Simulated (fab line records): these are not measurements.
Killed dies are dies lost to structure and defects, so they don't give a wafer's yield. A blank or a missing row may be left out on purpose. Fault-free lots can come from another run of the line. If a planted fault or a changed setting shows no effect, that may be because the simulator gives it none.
Which of the tools did it?	flow gf180mcu	14 lots with 42 wafers sampled at 3 steps, on a route of 602 steps

WHAT EACH GAUGE READ, for each wafer
GF_VT_IMPLANT_OVL_MEAS_40.
lot	measured	on	VT_IMPLANT_03_OVL (nm)
L302	day 7 19:19	overlay-02	0.1 0.8 1.7
L303	day 8 03:55	overlay-02	0.4 -1.2 -1.2
L304	day 8 13:02	overlay-01	-0.1 0.9 0.7
L307	day 9 05:52	overlay-02	2.5 0.5 0.3
L308	day 9 14:02	overlay-01	-2.1 -1.7 -0.6
L309	day 9 21:06	overlay-01	2.6 1.4 2.5
L311	day 10 10:13	overlay-02	2.3 0.3 0.1
L312	day 10 13:46	overlay-02	2.0 3.0 2.7
L314	day 11 02:28	overlay-01	-1.4 - -0.7
L316	day 11 22:07	overlay-02	- 0.5 2.0
L317	day 11 23:48	overlay-02	0.6 1.5 0.9
L321	day 13 05:07	overlay-01	-1.3 -0.4 -0.7
L322	day 13 11:44	overlay-01	0.1 -1.0 -0.3
L323	day 13 16:33	overlay-01	3.4 3.3 3.0

GF_VT_IMPLANT_TW_MEAS_43.
lot	measured	on	VT_IMPLANT_4_TW
L302	day 7 19:37	film-metro-03	685 686 682
L303	day 8 04:11	film-metro-03	690 687 686
L304	day 8 13:20	film-metro-02	685 687 685
L307	day 9 06:09	film-metro-02	687 688 682
L308	day 9 14:20	film-metro-01	699 696 696
L309	day 9 21:23	film-metro-02	685 684 687
L311	day 10 10:29	film-metro-02	688 692 689
L312	day 10 14:02	film-metro-03	688 688 686
L314	day 11 02:47	film-metro-01	700 30 700
L316	day 11 22:25	film-metro-02	30 692 691
L317	day 12 00:05	film-metro-03	684 680 683
L321	day 13 05:26	film-metro-03	687 686 685
L322	day 13 12:01	film-metro-03	685 683 681
L323	day 13 16:50	film-metro-01	703 699 702

WHICH TOOL RAN EACH LOT (tool, then ch and the chambers of the sampled wafers, then the start)
lot	GF_VT_IMPLANT_DEVELOP_39
L302	litho-track-01 ch 0, day 7 19:13
L303	litho-track-01 ch 0, day 8 03:46
L304	litho-track-03 ch 0, day 8 12:53
L307	litho-track-04 ch 0, day 9 05:44
L308	litho-track-03 ch 0, day 9 13:53
L309	litho-track-04 ch 0, day 9 20:57
L311	litho-track-01 ch 0, day 10 10:04
L312	litho-track-01 ch 0, day 10 13:37
L314	litho-track-01 ch 0, day 11 02:19
L316	litho-track-01 ch 0, day 11 22:01
L317	litho-track-04 ch 0, day 11 23:39
L321	litho-track-04 ch 0, day 13 04:58
L322	litho-track-03 ch 0, day 13 11:35
L323	litho-track-04 ch 0, day 13 16:24
- GF_VT_IMPLANT_DEVELOP_39: develop time 60 s.

AS READ BY THE TOOLS THEMSELVES (means over the sampled wafers that have a number; for cases with no such wafer, the mark the record gives instead)
The record holds no such reading with a usual standard deviation.

THE ANSWER, worked out from the rows above alone
Rule: the lots themselves supply what counts as usual. The widest of any qualifying gaps counts: lots, ordered by their means at a reading, are off when they make up no more than a third of the lots, leave a main group of 4 or more, and stand apart from it by 3 or more times the standard deviation of that group's means. A main group whose means are all the same, to the digits that the tables above print for the reading, isn't used. A lot without any number at a reading at which 4 lots or more have one is off too. Any other lot the step has rows for is counted as sound. First the gauges in route order, then the tools' own readings, where a lot's mean is used as printed above. The first step at which some lot is off is used, and at that step the reading that is off furthest; a lot without a number counts as furthest.
Off: at GF_VT_IMPLANT_TW_MEAS_43 (VT_IMPLANT_4_TW), L314, L316. Mean 688 and standard deviation 5.4 in the main group.
A tool fits if, at a process step before that reading, it ran every lot that is off, and no sound lot after the first of them. The gauges at GF_VT_IMPLANT_TW_MEAS_43 are tried like those tools. One fits: GF_VT_IMPLANT_DEVELOP_39 on litho-track-01. A fault onset in the window from L312 (day 10 13:37, its last sound lot) to L314 (day 11 02:19, its first lot off) fits.

WHAT THE SIMULATOR HAD INSERTED
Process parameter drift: litho-track-01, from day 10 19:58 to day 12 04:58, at GF_VT_IMPLANT_DEVELOP_39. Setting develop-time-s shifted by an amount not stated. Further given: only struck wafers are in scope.
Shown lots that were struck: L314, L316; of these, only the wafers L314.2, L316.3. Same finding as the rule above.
